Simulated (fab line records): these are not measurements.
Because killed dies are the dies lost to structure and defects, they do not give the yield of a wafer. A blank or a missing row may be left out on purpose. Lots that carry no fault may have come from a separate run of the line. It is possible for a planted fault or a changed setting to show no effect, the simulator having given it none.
Struck lot and sound lot, side by side + flow gf180mcu + 14 out of 602 route steps
Sound: wafers L703.1, L703.4, L703.5. Wafers struck: L693.2, L693.3, L693.6. Last of all comes the cause.
At each step with rows: each side's tool, then ch and its chambers, then its first start. Under that, the readings that differ: sound wafers + struck wafers + difference of the means + sigmas: that difference in standard deviations of wafers without a fault.
alike: a reading whose means differ by less than 2 such deviations, as well as words and numbers matching on both sides. not compared: withheld readings; readings where some wafer has no value; bounds like >300 that might hide an equal value; numbers whose values overlap and for which the record gives no deviation.
Wherever a step has rows on one side only, a row that says differs or no value, or a row with sigmas, the two part there. Numbers that don't overlap but have no deviation are shown without sigmas and don't part them. A reading that every wafer of one side lacks parts them only if that side has two wafers or more.

first, 5 steps without rows for these wafers: GF_V5_COAT_09 (resist thk 1000 nm); GF_V5_SOFTBAKE_10 (time 60 s); GF_V5_EXPOSE_11 (exposes mask Via5, target cd 260 nm); GF_V5_PEB_12 (peb time 90 s); GF_V5_DEVELOP_13 (develop time 60 s).
GF_V5_CD_MEAS_14: the cd target is 260 nm.
  sound: cd-sem-01 at day 32 14:35; struck: cd-sem-02 at day 30 02:50
  alike: cd-nm
GF_V5_OVL_MEAS_15:
  sound: overlay-01 at day 32 14:43; struck: overlay-01 at day 30 02:56
| reading     | sound     | struck | difference | sigmas |
|-------------|-----------|--------|------------|--------|
| V5_OVL (nm) | -10 -8 -2 | 10 5 5 | +13        | +2     |
GF_V5_ETCH_16: etches BARC in N2/H2.
  sound on rie-diel-04 ch 0,2, day 32 14:45; struck on rie-diel-04 ch 0,2, day 30 02:58
  alike: drypump-motor-current-A, oes-product-au, throttle-valve-pct
GF_V5_ETCH_17: etches SiO2 in C4F8/O2/Ar, stops on TiN, target depth 855 nm.
  sound on rie-diel-04 ch 0,2; struck on rie-diel-04 ch 0,2
  alike: oes-product-au
GF_V5_STRIP_18: strips in O2/N2.
  sound on plasma-asher-01 ch 0,1, day 32 14:54; struck on plasma-asher-01 ch 0,1, day 30 03:08
  alike: drypump-motor-current-A, heater-power-w, oes-product-au
  not compared: rf-hours-counter-h
then, 2 steps without rows for these wafers: GF_V5_STRIP_19 (strips in post etch residue remover, time 1200 s); GF_V5_CLEAN_20 (cleans in DIW).
GF_V5_SPUTTER_21: material Ti, target thk 15 nm, time 80.02 s.
  sound: pvd-sputter-03 at day 32 15:29; struck: pvd-sputter-04 at day 30 03:40
  no value came back on the struck wafers for cathode-dc-power-W (W), chamber-pressure-pa (Pa), throttle-valve-pct (%); on the sound wafers cathode-dc-power-W (W) reads 2499.7 2501.0 2499.7
GF_V5_SPUTTER_22: material TiN, target thk 10 nm, time 40 s.
  sound: pvd-sputter-03 at day 32 15:32; struck: pvd-sputter-04 at day 30 03:44
  alike: cathode-dc-power-W, chamber-pressure-pa, throttle-valve-pct

== WHERE THEY PART ==
At GF_V5_OVL_MEAS_15 first; at GF_V5_SPUTTER_21 last (within this record only). Later steps at which nothing parts them and some readings are alike: GF_V5_SPUTTER_22.

WHY: the cause the simulator had injected
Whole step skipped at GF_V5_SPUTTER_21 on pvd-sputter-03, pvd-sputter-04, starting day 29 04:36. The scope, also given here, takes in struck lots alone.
